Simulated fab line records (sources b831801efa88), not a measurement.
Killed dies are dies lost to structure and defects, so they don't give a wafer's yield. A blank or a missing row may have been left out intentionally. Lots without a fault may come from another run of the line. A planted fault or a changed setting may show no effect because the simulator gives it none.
Which tool is to blame? | flow gf180mcu | 12 lots with 34 wafers sampled at 6 steps, on a route of 602 steps

== WHAT THE GAUGES SHOWED, per wafer ==
GF_V2_OVL_MEAS_15.
lot  | measured     | on         | V2_OVL (nm)
L704 | day 20 22:36 | overlay-02 | -3 -3 -3
L705 | day 21 03:25 | overlay-01 | -4 8 3
L712 | day 23 23:43 | overlay-01 | -7 -6
L713 | day 24 05:35 | overlay-02 | 2 1 2
L714 | day 24 17:18 | overlay-01 | -10 -13
L715 | day 25 08:44 | overlay-02 | 5 -2 -4
L716 | day 26 01:05 | overlay-01 | 4 4 6
L719 | day 26 08:56 | overlay-01 | -7 -3 -5
L722 | day 26 20:50 | overlay-02 | 3 5 12
L723 | day 27 02:50 | overlay-01 | -5 -12 -15
L725 | day 27 15:33 | overlay-02 | 1 -4 2
L726 | day 27 19:22 | overlay-01 | -5 -6 -14

GF_M4_RS_MEAS_05: a four-point-probe measurement.
lot  | measured     | on            | M4_ALCU_RS (ohm/sq)
L704 | day 23 02:52 | film-metro-02 | 0.0700 0.0696 0.0691
L705 | day 23 07:38 | film-metro-03 | 0.0690 0.0698 0.0701
L712 | day 26 00:05 | film-metro-04 | 0.0495 0.0505
L713 | day 26 04:54 | film-metro-03 | 0.0695 0.0503 0.0687
L714 | day 26 15:44 | film-metro-04 | 0.0687 0.0491
L715 | day 27 06:19 | film-metro-04 | 0.0692 0.0695 0.0700
L716 | day 27 22:19 | film-metro-03 | 0.0697 0.0698 0.0705
L719 | day 28 05:29 | film-metro-03 | 0.0711 0.0706 0.0708
L722 | day 28 17:48 | film-metro-03 | 0.0699 0.0709 0.0700
L723 | day 28 22:01 | film-metro-03 | 0.0702 0.0689 0.0687
L725 | day 29 09:56 | film-metro-03 | 0.0703 0.0705 0.0698
L726 | day 29 13:27 | film-metro-04 | 0.0705 0.0699 0.0683

GF_M4_THK_MEAS_06: measures by xrf.
lot  | measured     | on            | M4_ALCU_THK (nm)
L704 | day 23 02:59 | film-metro-02 | 442 442 447
L705 | day 23 07:44 | film-metro-03 | 456 449 444
L712 | day 26 00:12 | film-metro-04 | 629 613
L713 | day 26 05:01 | film-metro-03 | 450 617 454
L714 | day 26 15:49 | film-metro-04 | 453 635
L715 | day 27 06:26 | film-metro-04 | 447 449 445
L716 | day 27 22:26 | film-metro-03 | 448 449 443
L719 | day 28 05:37 | film-metro-03 | 439 442 441
L722 | day 28 17:55 | film-metro-03 | 449 444 448
L723 | day 28 22:08 | film-metro-03 | 444 450 452
L725 | day 29 10:04 | film-metro-03 | 445 443 448
L726 | day 29 13:33 | film-metro-04 | 442 444 456

== TOOL THAT RAN EACH LOT (tool first, then ch and the chambers of the sampled wafers, then the start) ==
lot  | GF_V3_ETCH_16                      | GF_V3_SPUTTER_21             | GF_M4_SPUTTER_02
L704 | rie-diel-03 ch 0,1,2, day 23 01:16 | pvd-sputter-03, day 23 01:58 | pvd-sputter-01, day 23 02:47
L705 | rie-diel-03 ch 1,2,3, day 23 06:01 | pvd-sputter-01, day 23 06:41 | pvd-sputter-02, day 23 07:31
L712 | rie-diel-02 ch 0,1, day 25 22:29   | pvd-sputter-01, day 25 23:10 | pvd-sputter-02, day 25 23:59
L713 | rie-diel-02 ch 1,2, day 26 03:19   | pvd-sputter-01, day 26 03:59 | pvd-sputter-02, day 26 04:49
L714 | rie-diel-04 ch 0,3, day 26 14:05   | pvd-sputter-02, day 26 14:46 | pvd-sputter-02, day 26 15:35
L715 | rie-diel-03 ch 0,1,3, day 27 04:43 | pvd-sputter-02, day 27 05:23 | pvd-sputter-04, day 27 06:13
L716 | rie-diel-02 ch 1,2, day 27 20:44   | pvd-sputter-02, day 27 21:25 | pvd-sputter-01, day 27 22:14
L719 | rie-diel-03 ch 1,2,3, day 28 03:55 | pvd-sputter-02, day 28 04:34 | pvd-sputter-01, day 28 05:24
L722 | rie-diel-03 ch 1,2,3, day 28 16:11 | pvd-sputter-03, day 28 16:53 | pvd-sputter-01, day 28 17:43
L723 | rie-diel-04 ch 0,1,3, day 28 20:26 | pvd-sputter-01, day 28 21:06 | pvd-sputter-04, day 28 21:55
L725 | rie-diel-03 ch 0,2,3, day 29 08:22 | pvd-sputter-02, day 29 09:01 | pvd-sputter-01, day 29 09:51
L726 | rie-diel-02 ch 0,1, day 29 11:50   | pvd-sputter-01, day 29 12:30 | pvd-sputter-02, day 29 13:19
- GF_V3_ETCH_16: etches BARC in N2/H2.
- GF_V3_SPUTTER_21: material Ti, target thk 15 nm, time 80.02 s.
- GF_M4_SPUTTER_02: material AlCu, target thk 450 nm, time 23.9 s.

== WHAT THE TOOLS THEMSELVES READ (means of the sampled wafers that have a number; where no wafer has one, the mark that the record gives instead) ==
GF_V3_ETCH_16.
lot  | tool        | drypump-motor-current-A (A) | oes-product-au (a.u.) | throttle-valve-pct (%)
L704 | rie-diel-03 | 6.0                         | 0.855                 | 13.211
L705 | rie-diel-03 | 5.6                         | 0.856                 | 13.225
L712 | rie-diel-02 | 5.3                         | 0.857                 | 13.237
L713 | rie-diel-02 | 5.7                         | 0.855                 | 13.235
L714 | rie-diel-04 | 5.7                         | 0.854                 | 13.226
L715 | rie-diel-03 | 5.9                         | 0.859                 | 13.230
L716 | rie-diel-02 | 5.5                         | 0.858                 | 13.233
L719 | rie-diel-03 | 5.6                         | 0.856                 | 13.227
L722 | rie-diel-03 | 5.6                         | 0.857                 | 13.216
L723 | rie-diel-04 | 5.5                         | 0.855                 | 13.216
L725 | rie-diel-03 | 5.8                         | 0.859                 | 13.219
L726 | rie-diel-02 | 5.2                         | 0.856                 | 13.225

GF_V3_SPUTTER_21.
lot  | tool           | throttle-valve-pct (%)
L704 | pvd-sputter-03 | 30.5
L705 | pvd-sputter-01 | 30.8
L712 | pvd-sputter-01 | 30.8
L713 | pvd-sputter-01 | 29.8
L714 | pvd-sputter-02 | 29.9
L715 | pvd-sputter-02 | 29.5
L716 | pvd-sputter-02 | 29.3
L719 | pvd-sputter-02 | 29.1
L722 | pvd-sputter-03 | 30.5
L723 | pvd-sputter-01 | 29.5
L725 | pvd-sputter-02 | 30.6
L726 | pvd-sputter-01 | 30.4

GF_M4_SPUTTER_02.
lot  | tool           | throttle-valve-pct (%)
L704 | pvd-sputter-01 | 30.5
L705 | pvd-sputter-02 | 30.6
L712 | pvd-sputter-02 | 30.0
L713 | pvd-sputter-02 | 30.7
L714 | pvd-sputter-02 | 29.6
L715 | pvd-sputter-04 | 29.2
L716 | pvd-sputter-01 | 28.6
L719 | pvd-sputter-01 | 29.0
L722 | pvd-sputter-01 | 29.4
L723 | pvd-sputter-04 | 29.6
L725 | pvd-sputter-01 | 29.5
L726 | pvd-sputter-02 | 29.2

== THE ANSWER, worked out from the rows above alone ==
Rule: the lots themselves supply what counts as usual. The widest of any qualifying gaps counts: lots, ordered by their means at a reading, are off when they make up no more than a third of the lots, leave a main group of 4 or more, and stand apart from it by 3 or more times the standard deviation of that group's means. Not used: any main group whose means are identical at the precision the tables above print for the reading. Also off: a lot with no number at a reading for which 4 or more lots have one. Where the step has rows for the other lots, those lots are counted as sound. Order of review: gauges by route order, followed by the tools' own readings, for which a lot's mean as printed above is used. The first step at which some lot is off is used, and at that step the reading that is off furthest; a lot without a number counts as furthest.
Off: at GF_M4_RS_MEAS_05 (M4_ALCU_RS), L712, L713, L714. Main group: mean 0.0699 ohm/sq, sd 0.00046.
A tool fits if, at a process step before that reading, it ran every lot that is off, and no sound lot after the first of them. Gauges at GF_M4_RS_MEAS_05: tried the same way as those tools. None of those tried fits.

== WHAT WAS PUT IN BY THE SIMULATOR ==
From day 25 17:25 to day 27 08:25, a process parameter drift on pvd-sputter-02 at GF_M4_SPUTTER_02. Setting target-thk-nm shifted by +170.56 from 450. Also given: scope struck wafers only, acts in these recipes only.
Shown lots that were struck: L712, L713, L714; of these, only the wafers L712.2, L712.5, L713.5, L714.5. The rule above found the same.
